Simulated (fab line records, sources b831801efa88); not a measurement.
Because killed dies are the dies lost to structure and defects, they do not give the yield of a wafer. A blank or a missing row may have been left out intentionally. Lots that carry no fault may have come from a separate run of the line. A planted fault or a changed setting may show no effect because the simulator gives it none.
fab line records    flow sky130
record lots=6  wafers=18  last-day=50
route steps=708 shown VIA3@582 METAL4@598 PAD_OPEN@708
lots with no fault: from the same line, run without faults
start-h: hours from the record's opening day to when the first of the lot's shown wafers began    wait-h: hours since the lot's step before    " the same as in the row above    L1.1+2: a row that stands for several wafers    - value missing, or start not given    * or withheld: withheld    < > ~ a bound
route shown NAME@n: a module of which the file shows steps, and the number in the route of the first    usual: average and standard deviation across the fault-free wafers    same: alike in all rows    chamber/n: place in a boat    sites: per-site readings    _std_site: standard deviation across them    _edge_site: mean of outer sites minus mean of inner sites    radius-mm: how far each site lies from the wafer's centre    mask NAME#n: copy n    behind: the tool/chamber that last shaped the wafer    hold: cause of the lot's hold/its duration in hours/its outcome    device: names the non-switching transistor (n, p or np)    end of line: the same wafers' tests at the end of the route    a step without rows: its recipe alone    killed: dies lost to structure and defects at the first sort, not the wafer's yield    map: per-die view of a wafer (x killed, . not killed, _ where there is no die)
set.NAME: the setting that was run; set.NAME@STEP: the one run at that earlier step    model.NAME: the simulator's own value behind a step, which no gauge read
lots at selected steps of the route; one table per step, one row per wafer
services: a tool's chamber out of use, with start hour (start-h, from the record's first day; less than 0 if before it), hours out, and reason
## steps
# step SKY_VIA3_EXPOSE_09
# recipe mask-id=VIM3  na=0.8  source-shape=annular  sigma-inner=0.55  sigma-outer=0.85  target-cd-nm=200  dose-mj=38
# step SKY_VIA3_PEB_10
# recipe peb-temp-c=withheld  peb-time-s=withheld  resist=KrF-thick
# step SKY_VIA3_DEVELOP_11
# recipe develop-time-s=60  resist=KrF-thick  dev-temp-c=21
# step SKY_VIA3_CD_MEAS_12
# recipe target-cd-nm=200
# usual cd-nm=200.4/1.4
lot.wafer  tool       chamber  start-h  wait-h  cd-nm
L453.1     cd-sem-02  -        950.96   -       199.6
L453.5     "          -        "        "       200.6
L453.6     "          -        "        "       200.6
L457.1     cd-sem-01  -        983.56   -       199.6
L457.2     "          -        "        "       200.9
L457.6     "          -        "        "       200.0
L459.1     cd-sem-01  -        990.84   -       203.1
L459.2     "          -        "        "       201.7
L459.3     "          -        "        "       202.0
L461.1     cd-sem-01  -        1009.06  -       202.4
L461.2     "          -        "        "       201.7
L461.5     "          -        "        "       201.9
L472.1     cd-sem-01  -        1076.71  -       199.2
L472.3     "          -        "        "       198.3
L472.6     "          -        "        "       199.2
L473.2     cd-sem-01  -        1079.86  -       202.6
L473.3     "          -        "        "       201.3
L473.5     "          -        "        "       201.2
# step SKY_VIA3_OVL_MEAS_13
# usual VIA3_OVL=-3/6.1
lot.wafer  tool        chamber  start-h  wait-h  VIA3_OVL[nm]
L453.1     overlay-01  -        951.08   0.1     -3
L453.5     "           -        "        "       -3
L453.6     "           -        "        "       -8
L457.1     overlay-01  -        983.68   0.1     -6
L457.2     "           -        "        "       8
L457.6     "           -        "        "       -5
L459.1     overlay-02  -        990.96   0.1     10
L459.2     "           -        "        "       0
L459.3     "           -        "        "       7
L461.1     overlay-01  -        1009.18  0.1     -3
L461.2     "           -        "        "       -1
L461.5     "           -        "        "       -3
L472.1     overlay-02  -        1076.83  0.1     11
L472.3     "           -        "        "       7
L472.6     "           -        "        "       4
L473.2     overlay-01  -        1079.97  0.1     2
L473.3     "           -        "        "       5
L473.5     "           -        "        "       -7
# step SKY_VIA3_ETCH_14
# recipe chemistry=N2/H2  target=BARC  ion-energy-ev=200  source-w=500  bias-w=100  pressure-mtorr=30  n2-flow-sccm=100  h2-flow-sccm=200  stop-on=SiO2  time-s=45.9  target-depth-a=600
# usual drypump-motor-current-A=5.7/0.41  oes-product-au=0.854/0.0046  throttle-valve-pct=13.224/0.0091
lot.wafer  tool         chamber  start-h  wait-h  drypump-motor-current-A  oes-product-au  rf-hours-counter-h  throttle-valve-pct
L453.1     rie-diel-02  3        951.11   0.0     5.4                      0.858           14                  13.226
L453.5     "            1        "        "       5.1                      0.853           -                   13.215
L453.6     "            0        "        "       5.6                      0.856           -                   13.245
L457.1     rie-diel-04  0        983.71   0.0     5.3                      0.859           13                  13.227
L457.2     "            1        "        "       6.3                      0.850           21                  13.217
L457.6     "            3        "        "       5.9                      0.854           -                   13.226
L459.1     rie-diel-04  2        991.00   0.0     5.6                      0.853           8                   13.230
L459.2     "            1        "        "       6.4                      0.861           22                  13.236
L459.3     "            0        "        "       5.3                      0.854           14                  13.218
L461.1     rie-diel-02  3        1009.22  0.0     5.3                      0.864           16                  13.236
L461.2     "            0        "        "       5.6                      0.853           5                   13.219
L461.5     "            0        "        "       5.6                      0.864           -                   13.217
L472.1     rie-diel-04  1        1076.87  0.0     6.3                      0.857           24                  13.226
L472.3     "            2        "        "       5.6                      0.854           10                  13.214
L472.6     "            3        "        "       6.0                      0.858           -                   13.229
L473.2     rie-diel-02  0        1080.00  0.0     5.6                      0.860           8                   13.225
L473.3     "            3        "        "       5.3                      0.860           18                  13.213
L473.5     "            3        "        "       5.3                      0.843           -                   13.219
# step SKY_VIA3_ETCH_15
# recipe target=SiO2  chemistry=C4F8/O2/Ar  target-depth-nm=507  stop-on=TiN  mask-material=KrF-thick  source-w=1500  bias-w=1200  pressure-mtorr=40  c4f8-flow-sccm=withheld  O2_flow_sccm=6  Ar_flow_sccm=300  time-s=78
# usual oes-product-au=0.945/0.005
lot.wafer  tool         chamber  start-h  wait-h  oes-product-au  rf-hours-counter-h
L453.1     rie-diel-02  3        951.16   0.0     0.938           14
L453.5     "            1        "        "       0.940           -
L453.6     "            0        "        "       0.950           -
L457.1     rie-diel-04  0        983.76   0.0     0.949           13
L457.2     "            1        "        "       0.946           22
L457.6     "            3        "        "       0.946           -
L459.1     rie-diel-04  2        991.04   0.0     0.939           8
L459.2     "            1        "        "       0.942           22
L459.3     "            0        "        "       0.950           14
L461.1     rie-diel-02  3        1009.26  0.0     0.937           16
L461.2     "            0        "        "       0.940           5
L461.5     "            0        "        "       0.950           -
L472.1     rie-diel-04  1        1076.91  0.0     0.938           24
L472.3     "            2        "        "       0.947           10
L472.6     "            3        "        "       0.948           -
L473.2     rie-diel-02  0        1080.04  0.0     0.945           8
L473.3     "            3        "        "       0.944           18
L473.5     "            3        "        "       0.944           -
# step SKY_VIA3_STRIP_16
# recipe chemistry=O2/N2  power-w=1400  pressure-mtorr=1500  platen-temp-c=withheld  o2-flow-sccm=3000  n2-flow-sccm=300  overash-fraction=0.5
# usual drypump-motor-current-A=5.6/0.31  oes-product-au=0.403/0.0047  strip-time-to-endpoint-s=4.14/0.033
lot.wafer  tool             chamber  start-h  wait-h  drypump-motor-current-A  oes-product-au  rf-hours-counter-h  strip-time-to-endpoint-s
L453.1     plasma-asher-03  0        951.22   0.0     5.3                      0.403           79                  4.10
L453.5     "                1        "        "       5.6                      0.401           -                   4.16
L453.6     "                0        "        "       5.3                      0.405           -                   4.13
L457.1     plasma-asher-03  0        983.82   0.0     5.3                      0.401           83                  4.15
L457.2     "                1        "        "       5.6                      0.409           83                  4.20
L457.6     "                1        "        "       5.6                      0.406           -                   4.18
L459.1     plasma-asher-03  0        991.10   0.0     5.3                      0.409           84                  4.12
L459.2     "                1        "        "       5.6                      0.403           84                  4.19
L459.3     "                1        "        "       5.6                      0.400           -                   4.15
L461.1     plasma-asher-03  0        1009.32  0.0     5.3                      0.396           85                  4.15
L461.2     "                1        "        "       5.6                      0.397           85                  4.13
L461.5     "                0        "        "       5.3                      0.402           -                   4.12
L472.1     plasma-asher-02  1        1076.97  0.0     5.6                      0.402           1                   4.19
L472.3     "                0        "        "       6.0                      0.402           -                   4.15
L472.6     "                0        "        "       6.1                      0.407           -                   4.17
L473.2     plasma-asher-04  1        1080.10  0.0     5.9                      0.402           63                  4.11
L473.3     "                0        "        "       5.1                      0.401           -                   4.11
L473.5     "                1        "        "       5.8                      0.396           -                   4.12
# step SKY_VIA3_STRIP_17
# recipe chemistry=post-etch-residue-remover  time-s=1200  temp-c=72.5
# step SKY_VIA3_CLEAN_18
# recipe chemistry=IPA  time-s=180  temp-c=25
# step SKY_VIA3_CLEAN_19
# recipe chemistry=O3/DIW  dry=n2-spin
# step SKY_VIA3_SPUTTER_20
# recipe material=TiN  target-thk-nm=20  chamber-pressure-pa=5  power-w=4000  time-s=80
# usual throttle-valve-pct=29.9/1.3
lot.wafer  tool            chamber  start-h  wait-h  throttle-valve-pct
L453.1     pvd-sputter-03  -        952.40   0.0     29.7
L453.5     "               -        "        "       28.4
L453.6     "               -        "        "       29.7
L457.1     pvd-sputter-01  -        984.41   0.0     29.5
L457.2     "               -        "        "       28.9
L457.6     "               -        "        "       31.4
L459.1     pvd-sputter-01  -        991.69   0.0     31.3
L459.2     "               -        "        "       29.2
L459.3     "               -        "        "       29.0
L461.1     pvd-sputter-02  -        1009.91  0.0     29.3
L461.2     "               -        "        "       31.4
L461.5     "               -        "        "       31.4
L472.1     pvd-sputter-01  -        1077.62  0.0     30.5
L472.3     "               -        "        "       31.7
L472.6     "               -        "        "       31.6
L473.2     pvd-sputter-02  -        1080.76  0.0     28.5
L473.3     "               -        "        "       29.2
L473.5     "               -        "        "       31.3
# step SKY_VIA3_CVD_21
# recipe material=W  target-thk-nm=390  time-s=117.31  temp-c=400  pressure-torr=40
# usual heater-power-w=872/96  susceptor-temp-C=400.01/0.22
lot.wafer  tool      chamber  start-h  wait-h  heater-power-w  susceptor-temp-C  model.W_of_VIA3_CVD_21.thk-nm
L453.1     cvd-w-01  1        952.46   0.0     1007            399.63            396.1
L453.5     "         1        "        "       983             400.00            394.7
L453.6     "         0        "        "       787             399.99            389.8
L457.1     cvd-w-02  0        984.47   0.0     795             400.00            385.2
L457.2     "         1        "        "       913             399.94            386.6
L457.6     "         0        "        "       770             399.84            389.6
L459.1     cvd-w-02  1        991.75   0.0     941             400.14            213.9
L459.2     "         0        "        "       762             400.01            392.1
L459.3     "         1        "        "       893             400.78            393.9
L461.1     cvd-w-02  1        1009.97  0.0     885             399.85            215.5
L461.2     "         0        "        "       760             399.83            384.7
L461.5     "         0        "        "       784             399.79            213.1
L472.1     cvd-w-01  0        1077.69  0.0     796             400.27            383.1
L472.3     "         1        "        "       1028            400.08            392.9
L472.6     "         1        "        "       1008            399.89            390.2
L473.2     cvd-w-01  0        1080.82  0.0     791             400.26            385.9
L473.3     "         1        "        "       1026            399.86            398.7
L473.5     "         1        "        "       1008            399.65            390
# step SKY_VIA3_RS_MEAS_22
# recipe thk-meas-gauge=four-point-probe  reads=W_of_VIA3_CVD_21+TiN_of_VIA3_SPUTTER_20
# usual VIA3_W_RS=0.295/0.0036
lot.wafer  tool           chamber  start-h  wait-h  VIA3_W_RS[ohm/sq]
L453.1     film-metro-03  -        952.59   0.1     0.289
L453.5     "              -        "        "       0.290
L453.6     "              -        "        "       0.294
L457.1     film-metro-01  -        984.59   0.1     0.297
L457.2     "              -        "        "       0.297
L457.6     "              -        "        "       0.294
L459.1     film-metro-03  -        991.87   0.1     0.541
L459.2     "              -        "        "       0.292
L459.3     "              -        "        "       0.291
L461.1     film-metro-01  -        1010.09  0.1     0.536
L461.2     "              -        "        "       0.297
L461.5     "              -        "        "       0.541
L472.1     film-metro-01  -        1077.81  0.1     0.299
L472.3     "              -        "        "       0.291
L472.6     "              -        "        "       0.293
L473.2     film-metro-04  -        1080.97  0.1     0.297
L473.3     "              -        "        "       0.287
L473.5     "              -        "        "       0.294
# step SKY_VIA3_THK_MEAS_23
# recipe thk-meas-gauge=xrf  reads=W_of_VIA3_CVD_21
# usual VIA3_W_THK=395/6.9
lot.wafer  tool           chamber  start-h  wait-h  VIA3_W_THK[nm]
L453.1     film-metro-03  -        952.71   0.1     401
L453.5     "              -        "        "       395
L453.6     "              -        "        "       393
L457.1     film-metro-01  -        984.71   0.1     396
L457.2     "              -        "        "       399
L457.6     "              -        "        "       400
L459.1     film-metro-03  -        991.99   0.1     215
L459.2     "              -        "        "       398
L459.3     "              -        "        "       400
L461.1     film-metro-01  -        1010.21  0.1     218
L461.2     "              -        "        "       394
L461.5     "              -        "        "       215
L472.1     film-metro-01  -        1077.93  0.1     396
L472.3     "              -        "        "       404
L472.6     "              -        "        "       400
L473.2     film-metro-04  -        1081.08  0.1     388
L473.3     "              -        "        "       399
L473.5     "              -        "        "       387
# step SKY_VIA3_CMP_24
# recipe stop-on=SiO2  t-overpolish-s=20  down-force-psi=3.5  platen-rpm=60  target-thk-nm=0  pad-velocity-m-s=0.94248
# usual motor-current-A=11.0/1  time-to-endpoint-s=94/4.4
lot.wafer  tool    chamber  start-h  wait-h  motor-current-A  time-to-endpoint-s
L453.1     cmp-02  3        952.77   0.1     10.7             100
L453.6     "       3        "        "       11.3             95
L453.5     "       0        "        "       12.7             95
L457.1     cmp-01  0        985.04   0.3     10.6             87
L457.2     "       3        "        "       11.1             86
L457.6     "       0        "        "       10.3             89
L459.3     cmp-01  1        992.28   0.3     10.1             97
L459.2     "       2        "        "       13.5             97
L459.1     "       3        "        "       10.7             50
L461.1     cmp-02  0        1010.32  0.1     12.1             55
L461.2     "       2        "        "       10.4             93
L461.5     "       3        "        "       10.9             54
L472.1     cmp-01  3        1077.99  0.1     10.8             85
L472.3     "       0        "        "       10.4             91
L472.6     "       3        "        "       10.7             90
L473.2     cmp-01  2        1081.18  0.1     12.7             94
L473.3     "       0        "        "       10.9             93
L473.5     "       1        "        "       10.3             95
# step SKY_METAL4_SPUTTER_00
# recipe material=Ti  target-thk-nm=15  power-w=3000  time-s=10  chamber-pressure-pa=0.4
# usual throttle-valve-pct=29.9/1.2
lot.wafer  tool            chamber  start-h  wait-h  throttle-valve-pct
L453.1     pvd-sputter-01  -        953.07   0.2     29.5
L453.5     "               -        "        "       28.6
L453.6     "               -        "        "       30.9
L457.1     pvd-sputter-04  -        985.34   0.2     30.2
L457.2     "               -        "        "       29.4
L457.6     "               -        "        "       29.6
L459.1     pvd-sputter-03  -        992.53   0.1     31.5
L459.2     "               -        "        "       29.8
L459.3     "               -        "        "       28.9
L461.1     pvd-sputter-01  -        1010.57  0.2     28.7
L461.2     "               -        "        "       31.2
L461.5     "               -        "        "       30.6
L472.1     pvd-sputter-03  -        1078.29  0.2     28.5
L472.3     "               -        "        "       27.9
L472.6     "               -        "        "       29.6
L473.2     pvd-sputter-03  -        1081.43  0.2     27.4
L473.3     "               -        "        "       28.6
L473.5     "               -        "        "       29.7
# step SKY_PAD_OPEN_PROBE_99
# usual defect-limited-yield=82.7/1.9  killed_at_M0_to_M3=43/7.3  killed_at_M4_up=3.2/1.9  killed-at-contacts=24/5.5  killed-at-front-end=15/4.7  killed-at-other=0.5/0.75  killed-dies=85/9.5  killed-open=46/7  killed-short=38/7.4  sort_bin_3_pad_short=0.9/0.43  sort_bin_5_function=10.1/1.4  sort_bin_6_memory=6.3/1  sort_bin_8_speed=0.2/0.37  sort-n-pass=406/9.4  sort-yield-pct=82.5/1.9
# same gross-dies=492  killed-at-back-side=0  sort_bin_4_leakage[%]=0
lot.wafer  tool       chamber  start-h  wait-h  defect-limited-yield[%]  killed_at_M0_to_M3  killed_at_M4_up  killed-at-contacts  killed-at-front-end  killed-at-other  killed-dies  killed-open  killed-short  sort_bin_3_pad_short[%]  sort_bin_5_function[%]  sort_bin_6_memory[%]  sort_bin_8_speed[%]  sort-n-pass  sort-yield-pct[%]
L453.1     prober-01  -        1098.83  0.1     81.9                     47                  5                24                  13                   0                89           50           39            0.6                      10.6                    6.9                   0                    403          81.9
L453.5     prober-01  -        1099.03  0.2     81.7                     38                  6                27                  19                   0                90           53           37            1.2                      9.6                     7.5                   0.4                  400          81.3
L453.6     prober-01  -        1099.08  0.2     82.7                     43                  3                12                  27                   0                85           52           33            1.0                      10.0                    6.3                   0                    407          82.7
L457.1     prober-01  -        1127.78  0.1     80.9                     42                  4                27                  20                   1                94           46           48            0.8                      11.8                    6.5                   0                    398          80.9
L457.2     prober-01  -        1127.83  0.1     83.1                     50                  0                19                  14                   0                83           43           40            0.8                      10.0                    6.1                   0                    409          83.1
L457.6     prober-01  -        1128.03  0.2     84.3                     35                  1                26                  14                   1                77           40           36            0.6                      9.3                     5.7                   0.2                  414          84.1
L459.1     prober-01  -        1133.35  0.1     81.7                     47                  3                29                  11                   0                90           50           39            1.0                      10.4                    6.9                   0.6                  399          81.1
L459.2     prober-01  -        1133.40  0.1     87.4                     29                  3                23                  7                    0                62           41           21            0                        7.5                     5.1                   0.2                  429          87.2
L459.3     prober-01  -        1133.45  0.2     82.7                     40                  2                25                  18                   0                85           43           41            0.4                      9.8                     7.1                   1.0                  402          81.7
L461.1     prober-01  -        1150.04  0.1     81.5                     48                  2                23                  18                   0                91           51           39            1.0                      10.6                    6.9                   0.2                  400          81.3
L461.2     prober-01  -        1150.09  0.1     83.9                     32                  2                21                  23                   1                79           35           42            0.6                      9.6                     5.9                   0.2                  412          83.7
L461.5     prober-01  -        1150.24  0.2     85.8                     34                  1                21                  14                   0                70           46           24            0.8                      8.1                     5.3                   0.2                  421          85.6
L472.1     prober-01  -        1201.84  0.1     83.3                     43                  3                22                  14                   0                82           44           37            0.6                      10.4                    5.7                   0.4                  408          82.9
L472.3     prober-01  -        1201.94  0.2     83.9                     39                  2                24                  14                   0                79           51           27            0.4                      11.8                    3.9                   0                    413          83.9
L472.6     prober-01  -        1202.09  0.2     81.5                     41                  7                24                  18                   1                91           41           50            0.8                      9.1                     8.5                   0                    401          81.5
L473.2     prober-02  -        1203.04  0.1     83.1                     48                  0                25                  10                   0                83           36           47            1.4                      10.2                    5.3                   0.4                  407          82.7
L473.3     prober-02  -        1203.09  0.2     79.5                     69                  2                22                  8                    0                101          45           56            1.8                      13.4                    5.3                   0                    391          79.5
L473.5     prober-02  -        1203.19  0.2     82.3                     48                  4                22                  13                   0                87           52           34            0.6                      8.9                     8.1                   0.2                  404          82.1
# killed by level:class
L453.1 CONTACT:geometric-particle:open=12 VIA2:geometric-particle:open=11 VIA2:geometric-particle:short=6 METAL1:geometric-particle:short=6 VIA1:geometric-particle:open=6 LI_CONTACT:geometric-particle:open=5 VIA3:geometric-particle:open=5 FIELD_ISO:geometric-particle:short=4
L453.5 CONTACT:geometric-particle:open=11 VIA1:geometric-particle:open=11 POLY_GATE:geometric-particle:open=9 LI_CONTACT:geometric-particle:open=6 VIA2:geometric-particle:open=6 FIELD_ISO:geometric-particle:short=5 METAL2:geometric-particle:short=5 LI_CONTACT:geometric-particle:short=4
L453.6 VIA1:geometric-particle:open=10 FIELD_ISO:geometric-particle:open=9 VIA3:geometric-particle:open=8 FIELD_ISO:geometric-particle:short=7 VIA2:geometric-particle:open=6 POLY_GATE:geometric-particle:open=5 POLY_GATE:geometric-particle:short=4 VIA1:geometric-particle:short=4
L457.1 VIA1:geometric-particle:open=11 CONTACT:geometric-particle:open=8 LI_CONTACT:geometric-particle:open=6 LOCAL_INTERCONNECT:geometric-particle:short=5 VIA1:geometric-particle:short=5 VIA2:geometric-particle:short=5 VIA3:geometric-particle:open=5 FIELD_ISO:geometric-particle:short=4
L457.2 VIA1:geometric-particle:open=10 VIA2:geometric-particle:open=9 CONTACT:geometric-particle:open=7 METAL1:geometric-particle:short=7 VIA1:geometric-particle:short=6 FIELD_ISO:geometric-particle:short=5 LI_CONTACT:geometric-particle:open=4 LOCAL_INTERCONNECT:geometric-particle:short=4
L457.6 CONTACT:geometric-particle:open=11 VIA1:geometric-particle:open=7 LOCAL_INTERCONNECT:geometric-particle:short=6 POLY_GATE:geometric-particle:short=4 VIA3:geometric-particle:open=4 LI_CONTACT:geometric-particle:open=4 METAL1:geometric-particle:short=4 VIA1:geometric-particle:short=4
L459.1 VIA1:geometric-particle:short=11 CONTACT:geometric-particle:open=9 VIA3:geometric-particle:open=9 VIA2:geometric-particle:open=8 VIA1:geometric-particle:open=8 LI_CONTACT:geometric-particle:open=6 CONTACT:geometric-particle:short=6 POLY_GATE:geometric-particle:short=4
L459.2 LI_CONTACT:geometric-particle:open=10 VIA1:geometric-particle:open=10 CONTACT:geometric-particle:short=5 VIA2:geometric-particle:open=5 METAL2:geometric-particle:short=4 VIA3:geometric-particle:open=4 POLY_GATE:geometric-particle:open=3 CONTACT:geometric-particle:open=3
L459.3 CONTACT:geometric-particle:open=10 VIA1:geometric-particle:open=10 METAL2:geometric-particle:short=8 VIA2:geometric-particle:open=7 FIELD_ISO:geometric-particle:short=6 METAL1:geometric-particle:short=6 CONTACT:geometric-particle:short=5 LI_CONTACT:geometric-particle:open=4
L461.1 VIA1:geometric-particle:open=12 LI_CONTACT:geometric-particle:open=8 METAL1:geometric-particle:short=7 VIA2:geometric-particle:open=7 CONTACT:geometric-particle:open=6 VIA2:geometric-particle:short=6 FIELD_ISO:geometric-particle:open=5 VIA3:geometric-particle:open=5
L461.2 POLY_GATE:geometric-particle:short=9 CONTACT:geometric-particle:open=9 LI_CONTACT:geometric-particle:open=7 VIA3:geometric-particle:short=6 FIELD_ISO:geometric-particle:short=5 VIA1:geometric-particle:open=5 VIA2:geometric-particle:open=5 LOCAL_INTERCONNECT:geometric-particle:short=4
L461.5 FIELD_ISO:geometric-particle:open=9 VIA1:geometric-particle:open=9 CONTACT:geometric-particle:open=7 LI_CONTACT:geometric-particle:open=7 VIA3:geometric-particle:open=6 VIA1:geometric-particle:short=5 METAL1:geometric-particle:short=4 VIA2:geometric-particle:open=4
L472.1 VIA2:geometric-particle:open=9 LI_CONTACT:geometric-particle:open=8 CONTACT:geometric-particle:open=8 VIA1:geometric-particle:open=8 METAL3:geometric-particle:short=7 FIELD_ISO:geometric-particle:short=5 VIA3:geometric-particle:open=5 CONTACT:geometric-particle:short=4
L472.3 LI_CONTACT:geometric-particle:open=11 VIA1:geometric-particle:open=9 VIA3:geometric-particle:open=9 CONTACT:geometric-particle:open=6 VIA2:geometric-particle:open=6 METAL1:geometric-particle:short=5 FIELD_ISO:geometric-particle:open=3 FIELD_ISO:geometric-particle:short=3
L472.6 VIA1:geometric-particle:open=10 LI_CONTACT:geometric-particle:open=8 VIA1:geometric-particle:short=7 VIA3:geometric-particle:open=6 METAL1:geometric-particle:short=5 LOCAL_INTERCONNECT:geometric-particle:short=5 METAL4:geometric-particle:short=5 POLY_GATE:geometric-particle:short=4
L473.2 CONTACT:geometric-particle:open=9 VIA3:geometric-particle:short=7 METAL1:geometric-particle:short=7 CONTACT:geometric-particle:short=6 VIA1:geometric-particle:short=6 VIA1:geometric-particle:open=6 METAL2:geometric-particle:short=6 VIA3:geometric-particle:open=5
L473.3 VIA1:geometric-particle:open=24 METAL2:geometric-particle:short=12 METAL1:geometric-particle:short=11 VIA1:geometric-particle:short=9 CONTACT:geometric-particle:open=6 LOCAL_INTERCONNECT:geometric-particle:short=5 CONTACT:geometric-particle:short=4 VIA3:geometric-particle:open=4
L473.5 CONTACT:geometric-particle:open=11 VIA1:geometric-particle:open=11 VIA3:geometric-particle:open=8 METAL2:geometric-particle:short=6 VIA2:geometric-particle:open=6 LOCAL_INTERCONNECT:geometric-particle:short=5 FIELD_ISO:geometric-particle:short=4 LI_CONTACT:geometric-particle:open=4
## services
tool             chamber  start-h  hours  kind
cmp-01           -        927.16   4.0    pm
cmp-01           -        931.16   -      consumable-replace:conditioner
cmp-01           -        931.16   -      consumable-replace:pad
plasma-asher-03  -        939.31   2.8    pm
cvd-w-02         -        947.59   6.0    pm
plasma-asher-02  -        950.56   2.8    pm
cmp-02           -        973.31   0.6    repair
cmp-02           -        976.40   17.1   pm
pvd-sputter-03   3        1000.43  -      consumable-replace:kit
pvd-sputter-03   3        1000.43  18.0   scheduled-down
pvd-sputter-03   3        1000.43  18.0   vent-cycle
pvd-sputter-03   -        1009.19  7.6    repair
rie-diel-02      2        1019.74  17.0   repair
plasma-asher-02  -        1022.13  9.5    pm
pvd-sputter-02   2        1036.99  -      consumable-replace:kit
pvd-sputter-02   2        1036.99  18.0   scheduled-down
plasma-asher-02  -        1037.67  7.3    repair
rie-diel-04      1        1039.79  4.2    repair
cmp-01           -        1050.74  1.8    repair
plasma-asher-02  -        1055.32  9.0    pm
cmp-02           -        1060.83  4.2    pm
cmp-01           -        1063.08  0.2    repair
plasma-asher-03  -        1077.42  73.7   repair
rie-diel-04      -        1078.42  5.4    repair
## key
first-sign step=SKY_VIA3_RS_MEAS_22  reading=VIA3_W_RS  direction=up  sigmas=68  usual=0.295  struck=0.539
effect step=SKY_VIA3_THK_MEAS_23  reading=VIA3_W_THK  direction=down  sigmas=26  usual=395  struck=216
effect step=SKY_VIA3_CMP_24  reading=time-to-endpoint-s  direction=down  sigmas=9.3  usual=*  struck=*
model-effect step=SKY_VIA3_CVD_21  value=W_of_VIA3_CVD_21.thk-nm  without=385.8  struck=214.1
met-at SKY_VIA3_CVD_21
struck-wafers L459.1,L461.1,L461.5
onset-between 984.47 991.75
fault kind=process-parameter-drift  tool=cvd-w-02  chamber=-  onset-h=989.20  steps=SKY_VIA3_CVD_21  channel=target-thk-nm  offset=-171.97  shape=step  end-h=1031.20  scope=struck-wafers-only  acts-in=these-recipes-only  stated=390
